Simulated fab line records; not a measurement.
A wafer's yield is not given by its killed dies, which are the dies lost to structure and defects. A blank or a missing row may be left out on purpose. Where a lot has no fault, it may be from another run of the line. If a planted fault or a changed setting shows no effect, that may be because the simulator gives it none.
Matching of chambers    flow sky130    4 sister chambers for SKY_VIA1_CMP_24 on cmp-02
The step polishes, stops on SiO2, t overpolish 15 s, target thk 0 nm. 20 wafers are shown with their chamber, then 10 later ones without.

## WAFERS PAIRED WITH THEIR CHAMBERS
wafer   chamber  motor_current_A (A)  time_to_endpoint_s (s)  retaining_ring_pressure_frac
L074.1  0        10.9                 65.1                    1.000
L074.2  2        12.7                 64.9                    0.999
L074.6  2        13.0                 66.2                    0.993
L077.2  2        12.7                 61.7                    1.002
L077.3  3        12.4                 62.4                    1.003
L077.6  3        12.0                 59.5                    1.002
L080.3  0        11.3                 64.5                    0.998
L080.4  2        12.6                 62.6                    0.997
L080.6  1        12.3                 59.9                    0.994
L079.3  3        12.3                 62.6                    1.000
L079.4  1        12.6                 61.1                    1.001
L079.6  3        11.9                 67.4                    1.010
L082.1  1        11.7                 58.9                    0.995
L082.3  0        10.8                 65.2                    1.008
L082.4  3        12.0                 62.7                    1.009
L084.4  1        12.5                 61.0                    1.004
L084.5  1        12.1                 59.5                    0.997
L084.6  0        11.3                 63.1                    1.003
L088.1  1        11.9                 64.4                    1.001
L088.3  0        10.7                 67.0                    1.002

SIGNATURES (averages over the wafers above)
reading                       chamber 0  chamber 1  chamber 2  chamber 3  scatter within a chamber
motor_current_A               11.000     12.183     12.750     12.120     0.275
time_to_endpoint_s            64.980     60.800     63.850     62.920     2.12
retaining_ring_pressure_frac  1.00220    0.99867    0.99775    1.00480    0.004
Rule: for a wafer and a chamber, the distance is found by dividing, reading by reading, the gap between the wafer's reading and the chamber's mean by the reading's scatter, squaring, summing and taking the root. The wafer belongs to the nearest chamber; if the next one is less than 2 further off, it can't be placed. The scatter is the square root of a quotient: the sum, over the shown wafers, of each reading's squared deviation from its chamber's mean, divided by wafers minus chambers.

## WAFERS WHOSE CHAMBER IS MISSING
wafer   motor_current_A (A)  time_to_endpoint_s (s)  retaining_ring_pressure_frac
L088.4  13.0                 66.4                    1.007
L087.2  12.8                 65.6                    1.002
L087.4  12.2                 65.7                    1.001
L087.5  11.0                 63.5                    1.003
L091.2  11.3                 62.8                    0.995
L091.5  12.3                 63.7                    0.998
L091.6  12.9                 66.2                    0.996
L094.2  12.1                 69.4                    0.994
L094.3  10.7                 72.7                    1.003
L094.5  10.8                 71.0                    1.002

## THE CHAMBER EACH PASSED THROUGH
wafer   from the rows above                in truth
L088.4  can't be placed: 2 or 3 or 1       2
L087.2  can't be placed: 2 or 3 or 1       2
L087.4  can't be placed: 3 or 2 or 1       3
L087.5  0                                  0
L091.2  can't be placed: 0 or 1 or 3       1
L091.5  can't be placed: 1 or 2 or 3       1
L091.6  2                                  2
L094.2  can't be placed: 2 or 3 or 1 or 0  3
L094.3  0                                  0
L094.5  0                                  0
Correctly placed: 4 of 10. These rows do not allow placing 6 (true chamber among the candidates in 6). Wrongly placed: 0.
